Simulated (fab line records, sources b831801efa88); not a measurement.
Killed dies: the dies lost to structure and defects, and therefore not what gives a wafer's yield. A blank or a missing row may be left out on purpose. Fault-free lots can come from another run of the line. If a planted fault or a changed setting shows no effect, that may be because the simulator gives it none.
A struck lot beside a sound one || flow sky130 || 16 out of 708 route steps
Sound: the wafers L803.1, L803.4, L803.6. Struck: wafer L814.1. (L814.4 of the same lot was not struck and is left out.) The cause comes at the end.
At each step with rows: each side's tool, then ch and its chambers, then its first start. Under that, the readings that differ: sound wafers || struck wafers || difference of the means || sigmas: that difference in standard deviations of wafers without a fault.
alike: words and numbers the same on both sides, and readings whose means are apart by under 2 such deviations; not compared: readings that were withheld, readings missing a value for some wafer, numbers with overlapping values and no deviation given by the record, and bounds like >300 which may hide the same value.
A row with sigmas, a row that says differs or no value, or rows on one side alone: a step with any of these is where the two part. When numbers do not overlap yet have no deviation, they are printed without sigmas and do not part them. A reading missing from all wafers of one side parts the sides only when that side holds two or more wafers.

first, 2 steps without rows for these wafers: SKY_METAL4_PEB_11; SKY_METAL4_DEVELOP_12 (develop time 60 s).
SKY_METAL4_CD_MEAS_13 targets a cd of 300 nm.
  sound on cd-sem-01 at day 41 08:28; struck on cd-sem-01 at day 44 17:52
  alike: cd-nm
SKY_METAL4_OVL_MEAS_14:
  sound on overlay-02 at day 41 08:35; struck on overlay-01 at day 44 17:59
  alike: METAL4_OVL
then, 1 step without rows for these wafers: SKY_METAL4_DESCUM_15 (chemistry O2, time 8 s).
SKY_METAL4_ETCH_16: etches BARC in N2/H2, stops on SiO2, time 88.2 s, target depth 60 nm.
  sound on rie-metal-02 ch 0, day 41 08:40; struck on rie-metal-01 ch 1, day 44 18:04
{"reading": "drypump-motor-current-A (A)", "sound": "5.7 5.7 5.7", "struck": 6.6, "difference": "+0.9", "sigmas": "+2"}
  alike: oes-product-au, throttle-valve-pct
  not compared: rf-hours-counter-h
SKY_METAL4_ETCH_17: etches SiO2 in C4F8/O2/Ar, stops on TiN, time 3.9 s, target depth 15 nm.
  sound on rie-diel-02 ch 1,2, day 41 08:46; struck on rie-diel-04 ch 3, day 44 18:10
  alike: oes-product-au
  not compared: rf-hours-counter-h
SKY_METAL4_METAL_ETCH_18: etches the open film in Cl2/BCl3, stops on SiO2, target depth 845 nm, time 183.1 s.
  sound on rie-metal-01 ch 0, day 41 08:47; struck on rie-metal-03 ch 1, day 44 18:11
  alike: drypump-motor-current-A, oes-product-au, throttle-valve-pct
  not compared: rf-hours-counter-h
SKY_METAL4_STRIP_19: strips in O2/N2.
  sound on plasma-asher-03 ch 1, day 41 08:58; struck on plasma-asher-03 ch 1, day 44 18:22
{"reading": "oes-product-au (a.u.)", "sound": "0.509 0.514 0.516", "struck": 0.499, "difference": -0.014, "sigmas": -2}
{"reading": "strip-time-to-endpoint-s (s)", "sound": "6.68 6.68 6.69", "struck": 6.33, "difference": -0.35, "sigmas": -3}
  alike: drypump-motor-current-A
  not compared: rf-hours-counter-h
then, 3 steps without rows for these wafers: SKY_METAL4_STRIP_20 (strips in post etch residue remover, time 1200 s); SKY_METAL4_CLEAN_21 (cleans in IPA, time 180 s); SKY_METAL4_CLEAN_22 (cleans in O3/DIW).
SKY_VIA4_HDPCVD_00: deposits SiO2, target thk 1750 nm, time 291.7 s.
  sound on hdpcvd-01 ch 0,1, day 41 09:34; struck on hdpcvd-01 ch 2, day 44 18:57
{"reading": "model.SiO2_of_VIA4_HDPCVD_00.thk-nm (nm)", "sound": "1771 1768 1725", "struck": 1229, "difference": -526, "sigmas": ""}
  alike: pressure-mtorr
SKY_VIA4_THK_MEAS_01:
  sound on film-metro-04 at day 41 09:44; struck on film-metro-01 at day 44 19:08
{"reading": "VIA4_HDPCVD_THK (nm)", "sound": "1770 1767 1726", "struck": 1229, "difference": -525, "sigmas": -17}
SKY_VIA4_CMP_02: polishes SiO2.
  sound on cmp-02 ch 0,2, day 41 09:48; struck on cmp-02 ch 3, day 44 19:11
  alike: head-pressure-psi, motor-current-A
-- the record jumps here: 4 days lie between the struck wafers' starts before and after (it left off in module VIA4 and takes up again in module PAD_OPEN, whose first step shown is number 708 of the route) --
SKY_PAD_OPEN_PROBE_99:
  sound on prober-02 at day 45 11:23; struck on prober-02 at day 48 10:33
{"reading": "defect-limited-yield (%)", "sound": "83.1 82.5", "struck": 78.9, "difference": -3.9, "sigmas": -2}
{"reading": "killed-at-contacts", "sound": "20 25", "struck": 35, "difference": "+12", "sigmas": "+2"}
{"reading": "killed-dies", "sound": "83 86", "struck": 104, "difference": "+20", "sigmas": "+2"}
{"reading": "model.etest.tester.sort-n-pass", "sound": "409 406", "struck": 248, "difference": -160, "sigmas": ""}
{"reading": "model.etest.tester.sort-yield-pct (%)", "sound": "83.13 82.52", "struck": 50.41, "difference": -32.41, "sigmas": ""}
{"reading": "model.etest.tester.sort_bin_3_pct (%)", "sound": "0.4065 0.813", "struck": 29.06, "difference": "+28.45", "sigmas": ""}
{"reading": "model.etest.met5-comb.leak-log10-a-um", "sound": "-12.18 -12.08", "struck": -7.141, "difference": "+4.989", "sigmas": ""}
{"reading": "model.etest.tester.sort_bin_4_pct (%)", "sound": "0 0", "struck": 2.073e-14, "difference": "+2.073e-14", "sigmas": ""}
  alike: killed_at_M0_to_M3, killed_at_M4_up, killed-at-front-end, killed-at-other, killed-open, killed-short

== WHERE THEY PART ==
At SKY_METAL4_ETCH_16 first; at SKY_PAD_OPEN_PROBE_99 last (within this record only).

WHY: what the simulator had put in
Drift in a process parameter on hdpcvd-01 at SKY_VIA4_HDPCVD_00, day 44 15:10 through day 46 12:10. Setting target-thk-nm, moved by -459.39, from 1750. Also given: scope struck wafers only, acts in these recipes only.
